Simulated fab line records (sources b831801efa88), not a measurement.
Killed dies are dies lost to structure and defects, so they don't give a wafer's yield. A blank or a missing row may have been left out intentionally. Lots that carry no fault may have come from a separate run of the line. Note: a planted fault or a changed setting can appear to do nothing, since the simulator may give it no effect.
The tool behind it: which one?	flow gf180mcu	14 lots with 42 wafers sampled at 4 steps, on a route of 602 steps

== WHAT EACH GAUGE READ, for each wafer ==
GF_CONTACT_THK_MEAS_26: measures by xrf. Usual: CONTACT_W_THK 306 nm, standard deviation 4.8.
lot	measured	on	CONTACT_W_THK (nm)	flag
L252	day 16 16:01	film_metro-04	309 310 307	
L253	day 17 02:35	film_metro-03	309 308 309	
L254	day 17 15:56	film_metro-03	308 300 303	
L255	day 17 21:09	film_metro-04	302 301 301	
L256	day 18 01:52	film_metro-04	302 308 301	
L257	day 18 07:41	film_metro-04	297 302 301	
L264	day 21 00:18	film_metro-04	301 302 312	
L265	day 21 07:18	film_metro-04	305 308 306	
L268	day 22 14:17	film_metro-03	303 307 303	
L270	day 23 00:56	film_metro-04	303 304 303	
L271	day 23 05:55	film_metro-04	308 313 315	
L272	day 23 22:43	film_metro-03	311 307 307	
L273	day 24 00:46	film_metro-04	306 309 307	
L274	day 24 06:37	film_metro-03	304 298 307	

GF_V1_CD_MEAS_14: the cd target is 260 nm. Usual: cd_nm reads 260.0 nm (standard deviation 1.1).
lot	measured	on	cd_nm (nm)	flag
L252	day 18 16:59	cd_sem-02	259.1 258.9 261.2	
L253	day 19 03:38	cd_sem-01	258.5 258.6 259.2	
L254	day 19 18:22	cd_sem-02	260.5 259.4 260.3	
L255	day 19 23:50	cd_sem-02	260.7 261.8 260.9	
L264	day 23 01:14	cd_sem-02	259.6 260.5 260.8	
L265	day 23 08:23	cd_sem-01	261.2 260.6 261.4	
L268	day 24 13:05	cd_sem-02	258.8 257.8 259.3	
L270	day 25 00:17	cd_sem-02	261.3 260.0 260.9	
L271	day 25 04:32	cd_sem-02	259.0 258.2 259.6	
L272	day 25 19:49	cd_sem-01	258.7 259.0 258.1	
L273	day 25 21:25	cd_sem-02	261.7 261.1 261.1	
L274	day 26 03:36	cd_sem-01	259.7 258.8 258.7	

== TOOL THAT RAN EACH LOT (tool first, then ch and the chambers of the sampled wafers, then the start) ==
lot	GF_CONTACT_CMP_27	GF_M1_SPUTTER_01
L252	cmp-01 ch 0,1,2, day 16 16:04	pvd_sputter-03, day 16 16:28
L253	cmp-01 ch 0,1,2, day 17 02:45	pvd_sputter-01, day 17 03:03
L254	cmp-01 ch 0,2,3, day 17 15:59	pvd_sputter-01, day 17 16:23
L255	cmp-02 ch 0,1,3, day 17 21:12	pvd_sputter-01, day 17 21:36
L256	cmp-01 ch 1,2,3, day 18 01:55	-
L257	cmp-02 ch 0,1,3, day 18 07:44	-
L264	cmp-01 ch 0,1, day 21 00:21	pvd_sputter-01, day 21 00:45
L265	cmp-01 ch 0,1,2, day 21 07:22	pvd_sputter-04, day 21 07:46
L268	cmp-01 ch 1,2, day 22 14:21	pvd_sputter-01, day 22 14:45
L270	cmp-02 ch 1,2, day 23 00:59	pvd_sputter-03, day 23 01:24
L271	cmp-02 ch 0,1,2, day 23 06:02	pvd_sputter-04, day 23 06:23
L272	cmp-01 ch 0,1,2, day 23 23:03	pvd_sputter-01, day 23 23:21
L273	cmp-01 ch 1,2,3, day 24 01:07	pvd_sputter-04, day 24 01:25
L274	cmp-01 ch 2,3, day 24 06:43	pvd_sputter-03, day 24 07:04
- GF_CONTACT_CMP_27: polishes, stops on SiO2, t overpolish 15 s, target thk 0 nm.
- GF_M1_SPUTTER_01: material TiN, target thk 30 nm, time 25 s.

== AS READ BY THE TOOLS THEMSELVES (means over the sampled wafers that have a number; for cases with no such wafer, the mark the record gives instead) ==
GF_CONTACT_CMP_27. Usual: edge_zone_pressure_frac 1.000, standard deviation 0.0049; head_pressure_psi 3.500 psi, standard deviation 0.0082; motor_current_A 12.0 A, standard deviation 0.94; overpolish_run_s 14.999 s, standard deviation 0.011; retaining_ring_pressure_frac 1.000, standard deviation 0.005; time_to_endpoint_s 74.0 s, standard deviation 3.
lot	tool	edge_zone_pressure_frac	head_pressure_psi (psi)	motor_current_A (A)	overpolish_run_s (s)	retaining_ring_pressure_frac	time_to_endpoint_s (s)	flag
L252	cmp-01	0.997	3.497	12.6	14.997	0.998	72.5	
L253	cmp-01	1.003	3.502	12.7	14.994	0.996	76.3	
L254	cmp-01	1.003	3.496	12.5	14.989	0.999	70.0	
L255	cmp-02	1.000	3.502	10.9	14.999	1.001	70.9	
L256	cmp-01	-	-	-	-	-	-	OFF
L257	cmp-02	-	-	-	-	-	-	OFF
L264	cmp-01	0.998	3.508	13.2	14.997	1.001	77.3	
L265	cmp-01	1.000	3.498	12.2	15.001	0.996	78.2	
L268	cmp-01	0.996	3.508	12.6	14.995	1.000	77.8	
L270	cmp-02	0.999	3.501	11.2	14.993	1.001	75.0	
L271	cmp-02	0.999	3.498	11.1	15.010	1.001	71.9	
L272	cmp-01	1.008	3.496	12.8	15.005	0.998	73.7	
L273	cmp-01	0.999	3.499	12.5	15.004	1.001	73.5	
L274	cmp-01	1.003	3.501	11.9	14.996	0.994	71.5	

GF_M1_SPUTTER_01. Usual: throttle_valve_pct reads 31.0 % (standard deviation 1).
lot	tool	throttle_valve_pct (%)	flag
L252	pvd_sputter-03	30.4	
L253	pvd_sputter-01	31.4	
L254	pvd_sputter-01	31.0	
L255	pvd_sputter-01	30.8	
L264	pvd_sputter-01	31.5	
L265	pvd_sputter-04	30.6	
L268	pvd_sputter-01	31.7	
L270	pvd_sputter-03	30.5	
L271	pvd_sputter-04	31.4	
L272	pvd_sputter-01	30.6	
L273	pvd_sputter-04	31.3	
L274	pvd_sputter-03	31.0	

== THE ANSWER, worked out from the rows above alone ==
Rule: a lot counts as off when the mean over its wafers that have a number is more than 3 standard deviations away from the usual mean. A lot without any number at a reading at which 4 lots or more have one is off too. The other lots that the step has rows for count as sound. After the gauges, taken in route order, come the tools' own readings; for these a lot's mean is taken, as printed above. The first step at which some lot is off is used, and at that step the reading that is off furthest; a lot without a number counts as furthest.
Off, at GF_CONTACT_CMP_27 on edge_zone_pressure_frac: L256, L257. Without a number there: L256, L257.
A tool fits if, at that step or a process step before it, it ran every lot that is off, and no sound lot after the first of them. No candidate that was tried fits.

== WHAT THE SIMULATOR HAD PUT IN ==
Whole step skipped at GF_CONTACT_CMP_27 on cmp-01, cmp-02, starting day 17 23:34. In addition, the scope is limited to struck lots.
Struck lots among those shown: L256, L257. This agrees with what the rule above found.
